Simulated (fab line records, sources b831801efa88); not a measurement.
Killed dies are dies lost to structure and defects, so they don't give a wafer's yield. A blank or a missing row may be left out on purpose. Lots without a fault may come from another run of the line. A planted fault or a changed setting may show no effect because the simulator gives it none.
Split-lot experiment | flow gf180mcu | 5 lots, 23 wafers read, on a route of 602 steps

THE SPLIT
At GF_VT_IMPLANT_STRIP_31 (strips in O2/N2), the setting platen_temp_c was moved away from the recipe's 250 C on 6 of the 23 wafers read, by -2.8% to -1.2%. The other wafers ran this setting at the recipe's value.

The reading is taken at the split's own step.

THE READING
oes_product_au, in a.u., at GF_VT_IMPLANT_STRIP_31 (strips in O2/N2). Fault-free wafers of this fab line usually give 0.715 a.u., standard deviation 0.0041 a.u..

wafer  | tool, chamber at the split | platen_temp_c as run, C | against the recipe | oes_product_au, a.u. | against lot-mates on the recipe
L077.1 | plasma_asher-02, 0         | 246                     | -1.6%              | 0.686                | -0.025
L077.2 | plasma_asher-02, 1         | 246                     | -1.6%              | 0.678                | -0.033
L077.3 | plasma_asher-02, 0         | 250                     | recipe             | 0.707                | -
L077.5 | plasma_asher-02, 1         | 250                     | recipe             | 0.719                | -
L077.6 | plasma_asher-02, 0         | 250                     | recipe             | 0.708                | -
L078.1 | plasma_asher-04, 0         | 250                     | recipe             | 0.711                | -
L078.2 | plasma_asher-04, 1         | 250                     | recipe             | 0.720                | -
L078.3 | plasma_asher-04, 0         | 250                     | recipe             | 0.716                | -
L078.5 | plasma_asher-04, 0         | 250                     | recipe             | 0.716                | -
L078.6 | plasma_asher-04, 1         | 250                     | recipe             | 0.718                | -
L079.1 | plasma_asher-04, 1         | 250                     | recipe             | 0.716                | -
L079.4 | plasma_asher-04, 0         | 250                     | recipe             | 0.711                | -
L079.6 | plasma_asher-04, 0         | 250                     | recipe             | 0.713                | -
L082.1 | plasma_asher-02, 1         | 250                     | recipe             | 0.713                | -
L082.2 | plasma_asher-02, 0         | 247.1                   | -1.2%              | 0.690                | -0.022
L082.3 | plasma_asher-02, 0         | 250                     | recipe             | 0.711                | -
L082.5 | plasma_asher-02, 1         | 250                     | recipe             | 0.712                | -
L082.6 | plasma_asher-02, 0         | 247.1                   | -1.2%              | 0.685                | -0.027
L084.1 | plasma_asher-01, 1         | 250                     | recipe             | 0.712                | -
L084.2 | plasma_asher-01, 0         | 250                     | recipe             | 0.711                | -
L084.4 | plasma_asher-01, 1         | 242.9                   | -2.8%              | 0.656                | -0.055
L084.5 | plasma_asher-01, 0         | 242.9                   | -2.8%              | 0.654                | -0.057
L084.6 | plasma_asher-01, 1         | 250                     | recipe             | 0.711                | -

THE FIT
A straight line over all 23 wafers: oes_product_au changes by +0.0205 a.u. for each +1% of platen_temp_c; r = +0.98; the points scatter about the line by 0.0036 a.u..
The same after taking each lot's own level away (the mean of its wafers on the recipe; 23 wafers): +0.0197 a.u. for each +1%; r = +0.99; scatter 0.0032 a.u..
On that fit, the largest move of platen_temp_c shifts the reading by 0.056 a.u..
The lots' own levels span 0.7113 to 0.7162 a.u., that is 1.2 times the standard deviation above.
So the lot-to-lot level changes the slope little: the two slopes agree.
Check: with one of the wafers moved furthest among these (-2.8%) left out of the fit, the line predicts -0.0561 a.u. for it against its lot-mates. It came out at -0.0553 a.u. against them.
Tool readings at the split's step, against how far the setting was moved: oes_product_au r = +0.98; strip_time_to_endpoint_s r = -1.00.

OTHER SPLITS ON THESE WAFERS
These wafers also went through other splits before the reading. Each is held against what the fit with the lots' levels taken away leaves over:
other split on the same wafers    | wafers away from the commonest value | r with oes_product_au (lot level and that fit taken away)
GF_STI_OXIDATION_01 temp_c        | 15                                   | +0.14
GF_STI_OXIDATION_29 ox_time_s     | 15                                   | +0.12
GF_MVSD_COAT_02 spin_rpm          | 11                                   | -0.36
GF_MVSD_IMPLANT_08 dose_cm2       | 9                                    | +0.25
GF_MVPSD_IMPLANT_09 energy_kev    | 9                                    | -0.24
GF_VT_IMPLANT_IMPLANT_30 dose_cm2 | 9                                    | -0.12

THE WHOLE CHAIN: every reading that the file lists as answering this split, in the file's order
step                   | what it does    | reading                  | change (the file's fit)                  | r (the file's)
GF_VT_IMPLANT_STRIP_31 | strips in O2/N2 | oes_product_au           | +0.0197 a.u. for each +1% of the setting | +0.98
GF_VT_IMPLANT_STRIP_31 | strips in O2/N2 | strip_time_to_endpoint_s | withheld for each +1% of the setting     | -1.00

THE FILE'S OWN FIT
oes_product_au changes by +0.0197 a.u. for each +1% of platen_temp_c, r = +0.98.
